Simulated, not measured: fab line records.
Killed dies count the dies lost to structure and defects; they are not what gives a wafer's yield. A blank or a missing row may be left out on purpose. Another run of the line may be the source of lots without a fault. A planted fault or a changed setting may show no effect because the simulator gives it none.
fab line records	flow sky130
[record] lots = 9	wafers = 27	last-day = 50
route steps=708 shown VIA3@596 METAL4@599 CAP2M@605 PAD_OPEN@708
lots that met no fault: taken from a fault-free run of the same line
start-h: start of the lot's first displayed wafer, in hours after the record's first day	wait-h: time in hours since the lot's previous step	" unchanged from the row above	L1.1+2: several wafers, shown together as one row	- no value present, or no start provided	* or withheld: withheld	< > ~ a bound
route shown NAME@n: a module of which the file shows steps, and the number in the route of the first	usual: the fault-free wafers' mean and standard deviation	same: alike in all rows	chamber/n: place in a boat	sites: the reading at each site	_std_site: their standard deviation	_edge_site: inner sites' mean taken away from outer sites' mean	radius-mm: how far each site lies from the wafer's centre	mask NAME#n: copy n	behind: the most recent tool/chamber to have shaped the wafer	hold: what put the lot on hold/how long, in hours/how the hold closed	device: transistor that didn't switch, given as n, p or np	end of line: tests run on the same wafers once the route is complete	a step without rows: its recipe alone	killed: dies lost to structure and defects at the first sort, not the wafer's yield	map: shows each die of a wafer: x if killed, . if not, _ if none is there
set.NAME: the setting the step ran with; set.NAME@STEP: the setting that earlier step ran with	model.NAME: the simulator's own value behind a step, which no gauge read
one table for each step of the route and one row for each wafer, over a sample of lots
services: when a tool's chamber went out of use (start-h, in hours from the record's first day, below 0 if earlier), for how many hours, and the reason
[[steps]]
[step SKY_VIA3_THK_MEAS_23]
[recipe] thk-meas-gauge = xrf	reads = W_of_VIA3_CVD_21
[usual] VIA3_W_THK = 381/6
lot.wafer	tool	chamber	start-h	wait-h	VIA3_W_THK[nm]
L835.1	film-metro-04	-	945.93	0.1	378
L835.2	"	-	"	"	371
L835.4	"	-	"	"	374
L836.3	film-metro-02	-	948.62	0.1	394
L836.5	"	-	"	"	388
L836.6	"	-	"	"	396
L838.2	film-metro-01	-	958.77	0.1	380
L838.4	"	-	"	"	377
L838.5	"	-	"	"	378
L847.1	film-metro-01	-	1030.85	0.1	375
L847.2	"	-	"	"	388
L847.5	"	-	"	"	388
L849.1	film-metro-01	-	1042.73	0.1	381
L849.2	"	-	"	"	395
L849.3	"	-	"	"	396
L851.1	film-metro-04	-	1051.21	0.1	391
L851.2	"	-	"	"	384
L851.5	"	-	"	"	387
L853.3	film-metro-01	-	1057.96	0.1	379
L853.5	"	-	"	"	381
L853.6	"	-	"	"	384
L855.1	film-metro-01	-	1070.75	0.1	381
L855.3	"	-	"	"	383
L855.5	"	-	"	"	379
L856.2	film-metro-01	-	1088.48	0.1	379
L856.3	"	-	"	"	374
L856.5	"	-	"	"	377
[step SKY_METAL4_SPUTTER_01]
[recipe] material = TiN	target-thk-nm = 20	power-w = 6500	time-s = 16.7	chamber-pressure-pa = 0.4
[usual] cathode-dc-power-W = 6500.0/1.3	throttle-valve-pct = 30.1/1
lot.wafer	tool	chamber	start-h	wait-h	cathode-dc-power-W	throttle-valve-pct
L835.1	pvd-sputter-03	-	946.32	0.0	6499.3	31.3
L835.2	"	-	"	"	6499.4	29.6
L835.4	"	-	"	"	6501.0	30.6
L836.3	pvd-sputter-01	-	948.98	0.0	6500.3	28.6
L836.5	"	-	"	"	6499.5	30.4
L836.6	"	-	"	"	6500.3	28.5
L838.2	pvd-sputter-02	-	959.15	0.0	6501.3	29.7
L838.4	"	-	"	"	6497.8	31.5
L838.5	"	-	"	"	6500.9	29.4
L847.1	pvd-sputter-02	-	1031.23	0.0	6498.7	30.1
L847.2	"	-	"	"	6501.2	29.5
L847.5	"	-	"	"	6502.3	29.9
L849.1	pvd-sputter-02	-	1043.11	0.0	6499.3	29.9
L849.2	"	-	"	"	6499.6	31.6
L849.3	"	-	"	"	6496.9	30.0
L851.1	pvd-sputter-02	-	1051.59	0.0	6499.5	31.5
L851.2	"	-	"	"	6500.8	30.3
L851.5	"	-	"	"	6499.8	29.9
L853.3	pvd-sputter-02	-	1058.32	0.0	6498.6	29.4
L853.5	"	-	"	"	6501.9	29.2
L853.6	"	-	"	"	6500.1	30.1
L855.1	pvd-sputter-03	-	1071.13	0.0	6499.3	31.2
L855.3	"	-	"	"	6502.7	29.4
L855.5	"	-	"	"	6497.9	30.7
L856.2	pvd-sputter-01	-	1088.85	0.0	6500.6	31.1
L856.3	"	-	"	"	6499.0	29.6
L856.5	"	-	"	"	6498.9	28.1
[step SKY_METAL4_SPUTTER_03]
[recipe] material = Ti	target-thk-nm = 5	power-w = 3000	time-s = 3.3	chamber-pressure-pa = 0.4
[usual] cathode-dc-power-W = 3000.0/0.55	throttle-valve-pct = 30.1/1
lot.wafer	tool	chamber	start-h	wait-h	cathode-dc-power-W	throttle-valve-pct
L835.1	pvd-sputter-03	-	946.38	0.0	2999.8	31.2
L835.2	"	-	"	"	3000.0	29.9
L835.4	"	-	"	"	2999.4	30.7
L836.3	pvd-sputter-01	-	949.05	0.0	3000.8	28.4
L836.5	"	-	"	"	3000.1	30.6
L836.6	"	-	"	"	2999.1	28.5
L838.2	pvd-sputter-02	-	959.21	0.0	3000.2	29.5
L838.4	"	-	"	"	3000.1	31.5
L838.5	"	-	"	"	3000.3	29.2
L847.1	pvd-sputter-02	-	1031.29	0.0	3000.7	29.9
L847.2	"	-	"	"	2999.4	29.9
L847.5	"	-	"	"	3001.0	29.9
L849.1	pvd-sputter-02	-	1043.18	0.0	2998.7	29.8
L849.2	"	-	"	"	3000.5	31.6
L849.3	"	-	"	"	2999.9	30.2
L851.1	pvd-sputter-02	-	1051.65	0.0	2999.7	31.3
L851.2	"	-	"	"	2999.7	30.2
L851.5	"	-	"	"	3000.2	30.1
L853.3	pvd-sputter-02	-	1058.39	0.0	2999.9	29.0
L853.5	"	-	"	"	2999.6	29.4
L853.6	"	-	"	"	2999.8	29.9
L855.1	pvd-sputter-03	-	1071.19	0.0	3001.0	30.9
L855.3	"	-	"	"	3000.3	29.8
L855.5	"	-	"	"	2999.0	30.9
L856.2	pvd-sputter-01	-	1088.92	0.0	3000.0	31.3
L856.3	"	-	"	"	3000.4	29.6
L856.5	"	-	"	"	2999.7	28.4
[step SKY_CAP2M_SPUTTER_02]
[recipe] material = TiN	target-thk-nm = 200	temp-c = 300	power-w = 6500	time-s = 166.7	chamber-pressure-pa = 0.4
[usual] cathode-dc-power-W = 6500.0/1.2	susceptor-temp-C = 300.02/0.21	throttle-valve-pct = 29.7/1.3
lot.wafer	tool	chamber	start-h	wait-h	cathode-dc-power-W	susceptor-temp-C	throttle-valve-pct
L835.1	pvd-sputter-04	-	946.53	0.1	3396.0	300.35	28.3
L835.2	"	-	"	"	3395.6	299.92	28.9
L835.4	"	-	"	"	3396.0	300.13	28.3
L836.3	pvd-sputter-02	-	949.20	0.0	6499.4	299.65	31.2
L836.5	"	-	"	"	6500.8	300.20	29.8
L836.6	"	-	"	"	6500.1	299.79	30.2
L838.2	pvd-sputter-04	-	959.36	0.0	3395.1	300.09	28.3
L838.4	"	-	"	"	3398.2	300.38	32.1
L838.5	"	-	"	"	3393.5	299.39	28.5
L847.1	pvd-sputter-04	-	1031.44	0.1	6500.4	299.80	28.2
L847.2	"	-	"	"	6499.6	299.96	31.8
L847.5	"	-	"	"	6501.8	299.88	31.7
L849.1	pvd-sputter-04	-	1043.33	0.1	6500.2	300.35	28.3
L849.2	"	-	"	"	6498.8	299.81	28.7
L849.3	"	-	"	"	6499.0	300.19	28.4
L851.1	pvd-sputter-01	-	1051.81	0.1	6500.6	300.31	30.5
L851.2	"	-	"	"	6499.4	300.27	31.3
L851.5	"	-	"	"	6501.1	299.83	29.9
L853.3	pvd-sputter-04	-	1058.54	0.0	6499.0	300.08	28.5
L853.5	"	-	"	"	6499.7	300.32	28.5
L853.6	"	-	"	"	6500.2	300.19	28.8
L855.1	pvd-sputter-04	-	1071.34	0.1	6500.3	299.86	28.4
L855.3	"	-	"	"	6500.8	300.11	28.5
L855.5	"	-	"	"	6499.5	300.09	31.9
L856.2	pvd-sputter-04	-	1089.07	0.0	6499.3	300.13	28.9
L856.3	"	-	"	"	6500.3	299.61	32.0
L856.5	"	-	"	"	6499.1	299.90	28.6
[step SKY_CAP2M_RS_MEAS_03]
[recipe] thk-meas-gauge = four-point-probe	reads = TiN_of_CAP2M_SPUTTER_02
[usual] CAP2M_TIN_RS = 6.87/0.078
lot.wafer	tool	chamber	start-h	wait-h	CAP2M_TIN_RS[ohm/sq]
L835.1	film-metro-03	-	946.64	0.1	13.76
L835.2	"	-	"	"	13.76
L835.4	"	-	"	"	13.60
L836.3	film-metro-03	-	949.37	0.1	6.83
L836.5	"	-	"	"	6.83
L836.6	"	-	"	"	6.89
L838.2	film-metro-02	-	959.49	0.1	13.68
L838.4	"	-	"	"	13.13
L838.5	"	-	"	"	13.48
L847.1	film-metro-02	-	1031.55	0.1	6.87
L847.2	"	-	"	"	6.84
L847.5	"	-	"	"	6.85
L849.1	film-metro-03	-	1043.44	0.1	6.84
L849.2	"	-	"	"	6.94
L849.3	"	-	"	"	6.93
L851.1	film-metro-01	-	1051.92	0.1	6.96
L851.2	"	-	"	"	6.86
L851.5	"	-	"	"	6.79
L853.3	film-metro-01	-	1058.69	0.1	6.84
L853.5	"	-	"	"	6.86
L853.6	"	-	"	"	6.85
L855.1	film-metro-01	-	1071.45	0.1	6.79
L855.3	"	-	"	"	6.91
L855.5	"	-	"	"	6.70
L856.2	film-metro-03	-	1089.19	0.1	6.85
L856.3	"	-	"	"	6.78
L856.5	"	-	"	"	6.86
[step SKY_CAP2M_THK_MEAS_04]
[recipe] thk-meas-gauge = xrf	reads = TiN_of_CAP2M_SPUTTER_02
[usual] CAP2M_TIN_THK = 196.1/2.1
lot.wafer	tool	chamber	start-h	wait-h	CAP2M_TIN_THK[nm]
L835.1	film-metro-03	-	946.76	0.1	100.1
L835.2	"	-	"	"	99.9
L835.4	"	-	"	"	101.6
L836.3	film-metro-03	-	949.47	0.1	197.0
L836.5	"	-	"	"	198.0
L836.6	"	-	"	"	195.5
L838.2	film-metro-02	-	959.60	0.1	100.6
L838.4	"	-	"	"	104.0
L838.5	"	-	"	"	101.3
L847.1	film-metro-02	-	1031.67	0.1	196.3
L847.2	"	-	"	"	197.1
L847.5	"	-	"	"	196.2
L849.1	film-metro-03	-	1043.56	0.1	196.5
L849.2	"	-	"	"	193.4
L849.3	"	-	"	"	194.4
L851.1	film-metro-01	-	1052.04	0.1	193.4
L851.2	"	-	"	"	195.3
L851.5	"	-	"	"	196.9
L853.3	film-metro-01	-	1058.79	0.1	197.0
L853.5	"	-	"	"	195.8
L853.6	"	-	"	"	196.1
L855.1	film-metro-01	-	1071.57	0.1	197.9
L855.3	"	-	"	"	195.1
L855.5	"	-	"	"	199.7
L856.2	film-metro-03	-	1089.30	0.1	196.4
L856.3	"	-	"	"	198.8
L856.5	"	-	"	"	195.3
[step SKY_CAP2M_METAL_ETCH_13]
[recipe] target-depth-nm = 220	stop-on = SiO2	chemistry = Cl2/BCl3	target = TiN	pressure-mtorr = 10	icp-w = 900	bias-w = 48.5	Cl2_flow_sccm = 60	bcl3-flow-sccm = 30	time-s = 62.9
[usual] bias-w = 48.50/0.15	drypump-motor-current-A = 5.7/0.4	oes-product-au = 0.944/0.0078	throttle-valve-pct = 21.900/0.0088
lot.wafer	tool	chamber	start-h	wait-h	bias-w	drypump-motor-current-A	oes-product-au	rf-hours-counter-h	throttle-valve-pct
L835.1	rie-metal-01	0	970.05	0.0	48.43	5.8	0.665	2	22.070
L835.2	"	1	"	"	48.22	5.3	0.666	19	22.075
L835.4	"	1	"	"	48.37	5.3	0.662	-	22.069
L836.3	rie-metal-04	0	972.91	0.0	48.46	6.2	0.950	-	21.890
L836.5	"	1	"	"	48.38	5.2	0.944	-	21.902
L836.6	"	0	"	"	48.87	6.2	0.928	-	21.909
L838.2	rie-metal-03	0	982.55	0.0	48.40	5.9	0.666	3	22.066
L838.4	"	1	"	"	48.52	5.9	0.686	-	22.064
L838.5	"	1	"	"	48.62	6.0	0.669	-	22.079
L847.1	rie-metal-03	1	1053.85	0.0	48.53	6.0	0.939	19	21.896
L847.2	"	0	"	"	48.73	5.9	0.946	8	21.902
L847.5	"	1	"	"	48.59	6.0	0.943	-	21.903
L849.1	rie-metal-04	1	1065.04	0.0	48.97	5.2	0.942	19	21.896
L849.2	"	0	"	"	48.51	6.2	0.937	2	21.910
L849.3	"	0	"	"	48.45	6.2	0.948	-	21.907
L851.1	rie-metal-03	1	1073.39	0.0	48.35	5.9	0.943	21	21.901
L851.2	"	0	"	"	48.25	5.9	0.944	10	21.909
L851.5	"	1	"	"	48.56	5.9	0.960	-	21.886
L853.3	rie-metal-01	1	1079.22	0.0	48.23	5.3	0.945	-	21.896
L853.5	"	1	"	"	48.33	5.3	0.949	-	21.903
L853.6	"	0	"	"	48.51	5.8	0.945	-	21.895
L855.1	rie-metal-04	1	1091.65	0.0	48.36	5.1	0.951	21	21.901
L855.3	"	0	"	"	48.91	6.2	0.940	-	21.883
L855.5	"	0	"	"	48.57	6.2	0.961	-	21.888
L856.2	rie-metal-01	0	1108.79	0.0	48.54	5.8	0.943	11	21.899
L856.3	"	1	"	"	48.78	5.3	0.945	-	21.896
L856.5	"	0	"	"	48.52	5.8	0.942	-	21.897
[step SKY_PAD_OPEN_PROBE_99]
[usual] defect-limited-yield = 82.5/1.9	killed_at_M0_to_M3 = 43/6.8	killed_at_M4_up = 3.2/1.8	killed-at-contacts = 24/6.2	killed-at-front-end = 15/4.7	killed-at-other = 0.4/0.63	killed-dies = 86/9.6	killed-on-rim = 17/3.9	killed-open = 47/6.9	killed-short = 39/6.3	sort_bin_3_pad_short = 0.9/0.46	sort_bin_5_function = 10.5/1.5	sort_bin_6_memory = 6.1/1.1	sort-n-pass = 406/9.6	sort-yield-pct = 82.5/1.9
[same] gross-dies = 492	killed-at-back-side = 0	sort_bin_4_leakage[%] = 0	sort_bin_8_speed[%] = 0
lot.wafer	tool	chamber	start-h	wait-h	defect-limited-yield[%]	killed_at_M0_to_M3	killed_at_M4_up	killed-at-contacts	killed-at-front-end	killed-at-other	killed-dies	killed-on-rim	killed-open	killed-short	sort_bin_3_pad_short[%]	sort_bin_5_function[%]	sort_bin_6_memory[%]	sort-n-pass	sort-yield-pct[%]
L835.1	prober-01	-	1087.86	0.1	82.9	28	3	34	19	0	84	20	48	35	1.0	8.5	7.5	408	82.9
L835.2	prober-01	-	1087.91	0.1	79.3	61	3	24	13	1	102	24	54	45	1.0	11.8	7.9	390	79.3
L835.4	prober-01	-	1088.01	0.2	78.7	43	6	32	22	2	105	16	55	48	1.6	12.6	7.1	387	78.7
L836.3	prober-02	-	1091.11	0.2	85.2	47	0	17	8	1	73	9	45	28	1.2	9.1	4.5	419	85.2
L836.5	prober-02	-	1091.21	0.2	85.0	41	2	26	5	0	74	19	49	25	1.2	9.3	4.5	418	85.0
L836.6	prober-02	-	1091.26	0.2	83.9	49	0	21	8	1	79	21	43	35	0.8	11.8	3.5	413	83.9
L838.2	prober-01	-	1099.54	0.1	81.1	45	5	23	20	0	93	22	46	46	1.8	12.0	5.1	399	81.1
L838.4	prober-01	-	1099.64	0.2	82.5	36	4	33	13	0	86	13	49	37	0.6	8.9	7.9	406	82.5
L838.5	prober-01	-	1099.69	0.2	84.3	38	0	25	14	0	77	16	46	31	1.0	10.8	3.9	415	84.3
L847.1	prober-02	-	1160.88	0.1	81.5	49	3	24	14	1	91	19	43	45	1.0	11.0	6.5	401	81.5
L847.2	prober-02	-	1160.93	0.1	80.9	49	6	16	23	0	94	22	55	39	0.4	11.6	7.1	398	80.9
L847.5	prober-02	-	1161.08	0.2	82.3	40	4	27	15	1	87	12	44	42	0.6	9.1	7.9	405	82.3
L849.1	prober-01	-	1169.68	0.1	79.7	46	2	32	20	0	100	20	54	43	1.6	12.4	6.3	392	79.7
L849.2	prober-01	-	1169.73	0.1	87.4	34	4	11	13	0	62	12	32	29	0.6	7.5	4.5	430	87.4
L849.3	prober-01	-	1169.78	0.2	85.8	41	4	20	5	0	70	9	31	39	0.4	9.1	4.7	422	85.8
L851.1	prober-01	-	1176.01	0.1	83.9	44	5	18	12	0	79	12	43	35	0.8	10.4	4.9	413	83.9
L851.2	prober-01	-	1176.06	0.1	80.7	53	7	24	11	0	95	14	55	39	1.4	13.0	4.9	397	80.7
L851.5	prober-01	-	1176.21	0.2	84.6	46	1	15	14	0	76	15	38	38	0.8	9.3	5.3	416	84.6
L853.3	prober-01	-	1178.96	0.2	86.6	39	3	9	14	1	66	15	30	34	0.2	9.8	3.5	426	86.6
L853.5	prober-01	-	1179.06	0.2	81.7	38	4	29	19	0	90	20	44	45	0.6	12.8	4.9	402	81.7
L853.6	prober-01	-	1179.11	0.2	81.3	46	3	32	11	0	92	22	53	37	1.2	11.6	5.9	400	81.3
L855.1	prober-01	-	1191.73	0.1	85.8	32	1	24	13	0	70	16	39	31	0.4	8.3	5.5	422	85.8
L855.3	prober-01	-	1191.83	0.2	82.1	42	4	33	9	0	88	10	46	42	0.6	11.4	5.9	404	82.1
L855.5	prober-01	-	1191.93	0.2	85.0	31	5	26	11	1	74	20	43	30	0.4	8.5	6.1	418	85.0
L856.2	prober-01	-	1202.27	0.1	86.4	37	4	20	6	0	67	11	31	36	1.0	7.7	4.9	425	86.4
L856.3	prober-01	-	1202.32	0.2	87.2	31	3	15	14	0	63	14	34	27	0.6	6.1	6.1	429	87.2
L856.5	prober-01	-	1202.42	0.2	86.6	36	3	14	13	0	66	16	35	31	0	9.6	3.9	426	86.6
// killed by level:class
L835.1 CONTACT:geometric-particle:open=12 LI_CONTACT:geometric-particle:open=10 POLY_GATE:geometric-particle:open=7 VIA3:geometric-particle:open=7 FIELD_ISO:geometric-particle:short=6 CONTACT:geometric-particle:short=6 METAL2:geometric-particle:short=5 VIA1:geometric-particle:short=4
L835.2 VIA3:geometric-particle:open=12 VIA1:geometric-particle:open=11 CONTACT:geometric-particle:open=8 VIA1:geometric-particle:short=7 VIA2:geometric-particle:short=7 LI_CONTACT:geometric-particle:open=6 METAL2:geometric-particle:short=5 VIA2:geometric-particle:open=5
L835.4 VIA1:geometric-particle:open=12 CONTACT:geometric-particle:open=11 CONTACT:geometric-particle:short=8 POLY_GATE:geometric-particle:open=7 FIELD_ISO:geometric-particle:short=5 POLY_GATE:geometric-particle:short=5 VIA3:geometric-particle:open=5 LI_CONTACT:geometric-particle:open=5
L836.3 VIA1:geometric-particle:open=15 LI_CONTACT:geometric-particle:open=6 CONTACT:geometric-particle:open=6 VIA2:geometric-particle:open=5 METAL2:geometric-particle:short=5 METAL1:geometric-particle:short=4 VIA3:geometric-particle:open=4 VIA1:geometric-particle:short=3
L836.5 LI_CONTACT:geometric-particle:open=11 VIA1:geometric-particle:open=9 VIA3:geometric-particle:open=9 CONTACT:geometric-particle:open=8 VIA1:geometric-particle:short=6 VIA2:geometric-particle:open=5 LI_CONTACT:geometric-particle:short=3 METAL1:geometric-particle:open=3
L836.6 VIA1:geometric-particle:open=15 VIA2:geometric-particle:open=7 LOCAL_INTERCONNECT:geometric-particle:short=6 VIA3:geometric-particle:open=6 METAL2:geometric-particle:short=5 LI_CONTACT:geometric-particle:open=4 CONTACT:geometric-particle:short=4 CONTACT:geometric-particle:open=4
L838.2 METAL2:geometric-particle:short=12 VIA2:geometric-particle:open=9 LI_CONTACT:geometric-particle:open=8 VIA1:geometric-particle:open=7 POLY_GATE:geometric-particle:open=6 POLY_GATE:geometric-particle:short=6 LOCAL_INTERCONNECT:geometric-particle:short=6 CONTACT:geometric-particle:open=4
L838.4 CONTACT:geometric-particle:open=12 VIA1:geometric-particle:open=10 LOCAL_INTERCONNECT:geometric-particle:short=8 VIA3:geometric-particle:open=6 LI_CONTACT:geometric-particle:open=5 CONTACT:geometric-particle:short=5 VIA2:geometric-particle:open=5 METAL2:geometric-particle:short=4
L838.5 CONTACT:geometric-particle:open=12 VIA1:geometric-particle:open=12 VIA3:geometric-particle:open=7 METAL2:geometric-particle:short=6 LOCAL_INTERCONNECT:geometric-particle:short=5 VIA2:geometric-particle:open=4 FIELD_ISO:geometric-particle:open=3 FIELD_ISO:geometric-particle:short=3
L847.1 VIA3:geometric-particle:open=10 METAL2:geometric-particle:short=9 VIA2:geometric-particle:open=7 CONTACT:geometric-particle:open=7 VIA1:geometric-particle:short=6 VIA1:geometric-particle:open=6 LI_CONTACT:geometric-particle:open=5 LOCAL_INTERCONNECT:geometric-particle:short=5
L847.2 VIA1:geometric-particle:open=11 CONTACT:geometric-particle:open=8 POLY_GATE:geometric-particle:short=6 VIA2:geometric-particle:open=6 VIA3:geometric-particle:open=6 FIELD_ISO:geometric-particle:short=5 VIA1:geometric-particle:short=5 METAL2:geometric-particle:short=5
L847.5 VIA1:geometric-particle:open=9 VIA3:geometric-particle:open=8 LI_CONTACT:geometric-particle:open=7 VIA1:geometric-particle:short=7 CONTACT:geometric-particle:open=6 FIELD_ISO:geometric-particle:short=5 LI_CONTACT:geometric-particle:short=5 CONTACT:geometric-particle:short=5
L849.1 CONTACT:geometric-particle:open=12 VIA1:geometric-particle:open=11 LOCAL_INTERCONNECT:geometric-particle:short=8 VIA3:geometric-particle:open=8 FIELD_ISO:geometric-particle:open=5 LI_CONTACT:geometric-particle:open=5 METAL2:geometric-particle:short=5 POLY_GATE:geometric-particle:short=4
L849.2 VIA1:geometric-particle:open=7 VIA2:geometric-particle:open=6 LI_CONTACT:geometric-particle:open=4 SPACER:geometric-particle:open=4 VIA1:geometric-particle:short=4 METAL2:geometric-particle:short=4 VIA3:geometric-particle:open=4 POLY_GATE:geometric-particle:short=3
L849.3 CONTACT:geometric-particle:open=8 VIA1:geometric-particle:open=6 VIA1:geometric-particle:short=6 VIA2:geometric-particle:open=6 METAL3:geometric-particle:short=6 VIA3:geometric-particle:open=5 POLY_GATE:geometric-particle:short=4 LI_CONTACT:geometric-particle:open=4
L851.1 VIA1:geometric-particle:open=9 VIA3:geometric-particle:open=8 METAL2:geometric-particle:short=8 CONTACT:geometric-particle:open=7 FIELD_ISO:geometric-particle:open=5 METAL1:geometric-particle:short=5 VIA1:geometric-particle:short=5 POLY_GATE:geometric-particle:open=4
L851.2 CONTACT:geometric-particle:open=16 VIA1:geometric-particle:open=15 VIA2:geometric-particle:open=8 VIA1:geometric-particle:short=7 POLY_GATE:geometric-particle:short=5 METAL4:geometric-particle:short=5 VIA3:geometric-particle:open=5 METAL2:geometric-particle:short=4
L851.5 METAL2:geometric-particle:short=9 VIA1:geometric-particle:open=8 METAL1:geometric-particle:short=7 CONTACT:geometric-particle:open=6 VIA2:geometric-particle:open=6 POLY_GATE:geometric-particle:short=4 LI_CONTACT:geometric-particle:open=4 LOCAL_INTERCONNECT:geometric-particle:short=4
L853.3 VIA3:geometric-particle:open=8 VIA3:geometric-particle:short=5 VIA1:geometric-particle:open=5 METAL2:geometric-particle:short=4 CONTACT:geometric-particle:open=4 METAL1:geometric-particle:short=4 SPACER:geometric-particle:short=3 METAL3:geometric-particle:short=3
L853.5 CONTACT:geometric-particle:open=9 LOCAL_INTERCONNECT:geometric-particle:short=8 VIA2:geometric-particle:open=8 FIELD_ISO:geometric-particle:short=5 LI_CONTACT:geometric-particle:open=5 CONTACT:geometric-particle:short=5 VIA1:geometric-particle:open=5 METAL2:geometric-particle:short=5
L853.6 LI_CONTACT:geometric-particle:open=12 VIA1:geometric-particle:open=12 CONTACT:geometric-particle:open=11 VIA1:geometric-particle:short=7 METAL2:geometric-particle:short=6 VIA2:geometric-particle:open=6 CONTACT:geometric-particle:short=5 FIELD_ISO:geometric-particle:short=3
L855.1 VIA1:geometric-particle:open=11 CONTACT:geometric-particle:open=9 FIELD_ISO:geometric-particle:open=5 LI_CONTACT:geometric-particle:open=5 CONTACT:geometric-particle:short=5 LI_CONTACT:geometric-particle:short=4 METAL1:geometric-particle:short=4 VIA1:geometric-particle:short=4
L855.3 LI_CONTACT:geometric-particle:open=12 VIA1:geometric-particle:open=8 CONTACT:geometric-particle:short=7 CONTACT:geometric-particle:open=7 METAL2:geometric-particle:short=6 VIA3:geometric-particle:open=6 VIA2:geometric-particle:open=5 LOCAL_INTERCONNECT:geometric-particle:short=4
L855.5 LI_CONTACT:geometric-particle:open=10 CONTACT:geometric-particle:open=7 POLY_GATE:geometric-particle:open=6 VIA2:geometric-particle:open=6 VIA1:geometric-particle:open=6 LI_CONTACT:geometric-particle:short=5 METAL1:geometric-particle:short=5 METAL4:geometric-particle:short=4
L856.2 VIA1:geometric-particle:open=13 CONTACT:geometric-particle:short=8 CONTACT:geometric-particle:open=6 VIA3:geometric-particle:open=6 VIA1:geometric-particle:short=5 METAL1:geometric-particle:short=4 LI_CONTACT:geometric-particle:short=3 METAL4:geometric-particle:short=3
L856.3 VIA1:geometric-particle:open=10 CONTACT:geometric-particle:open=7 FIELD_ISO:geometric-particle:open=5 LOCAL_INTERCONNECT:geometric-particle:short=4 VIA3:geometric-particle:short=4 VIA3:geometric-particle:open=4 POLY_GATE:geometric-particle:short=3 VIA1:geometric-particle:short=3
L856.5 CONTACT:geometric-particle:open=8 VIA2:geometric-particle:short=6 METAL2:geometric-particle:short=6 POLY_GATE:geometric-particle:open=5 VIA3:geometric-particle:open=5 LI_CONTACT:geometric-particle:open=4 VIA3:geometric-particle:short=4 FIELD_ISO:geometric-particle:open=3
[[services]]
tool	chamber	start-h	hours	kind
rie-metal-01	-	935.88	0.3	repair
pvd-sputter-03	-	951.90	0.8	repair
pvd-sputter-04	-	953.45	2.4	repair
rie-metal-04	-	956.44	1.4	pm
pvd-sputter-03	0	958.13	-	consumable-replace:kit
pvd-sputter-03	0	958.13	18.0	scheduled-down
pvd-sputter-03	0	958.13	18.0	vent-cycle
pvd-sputter-03	-	964.66	6.2	repair
rie-metal-01	1	971.73	-	clean
rie-metal-03	1	1011.18	27.6	repair
pvd-sputter-02	-	1019.72	1.9	repair
pvd-sputter-04	1	1022.40	-	consumable-replace:kit
pvd-sputter-04	1	1022.40	18.0	scheduled-down
pvd-sputter-04	1	1022.40	18.0	vent-cycle
pvd-sputter-02	3	1026.30	-	consumable-replace:kit
pvd-sputter-02	3	1026.30	18.0	scheduled-down
pvd-sputter-02	3	1026.30	18.0	vent-cycle
rie-metal-03	0	1031.79	19.2	repair
pvd-sputter-01	0	1048.15	-	consumable-replace:kit
pvd-sputter-01	0	1048.15	18.0	scheduled-down
pvd-sputter-01	0	1048.15	18.0	vent-cycle
pvd-sputter-02	-	1079.61	3.6	repair
rie-metal-03	-	1091.13	2.8	pm
pvd-sputter-03	-	1108.67	12.4	repair
[[key]]
[first-sign] step = SKY_CAP2M_SPUTTER_02	reading = cathode-dc-power-W	direction = down	sigmas = 99+	usual = 6500.0	struck = 3395.7
[effect] step = SKY_CAP2M_RS_MEAS_03	reading = CAP2M_TIN_RS	direction = up	sigmas = 85	usual = 6.87	struck = 13.57
[effect] step = SKY_CAP2M_THK_MEAS_04	reading = CAP2M_TIN_THK	direction = down	sigmas = 45	usual = 196.1	struck = 101.3
[effect] step = SKY_CAP2M_METAL_ETCH_13	reading = oes-product-au	direction = down	sigmas = 35	usual = 0.944	struck = 0.669
met-at SKY_CAP2M_SPUTTER_02
struck-lots L835,L838
not-acting-at SKY_VIA3_THK_MEAS_23,SKY_METAL4_SPUTTER_01,SKY_METAL4_SPUTTER_03
[fault] kind = process-parameter-drift	tool = pvd-sputter-04	chamber = -	onset-h = 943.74	steps = SKY_CAP2M_SPUTTER_02	channel = power-w	offset = *	shape = step	end-h = 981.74	acts-in = *	stated = *
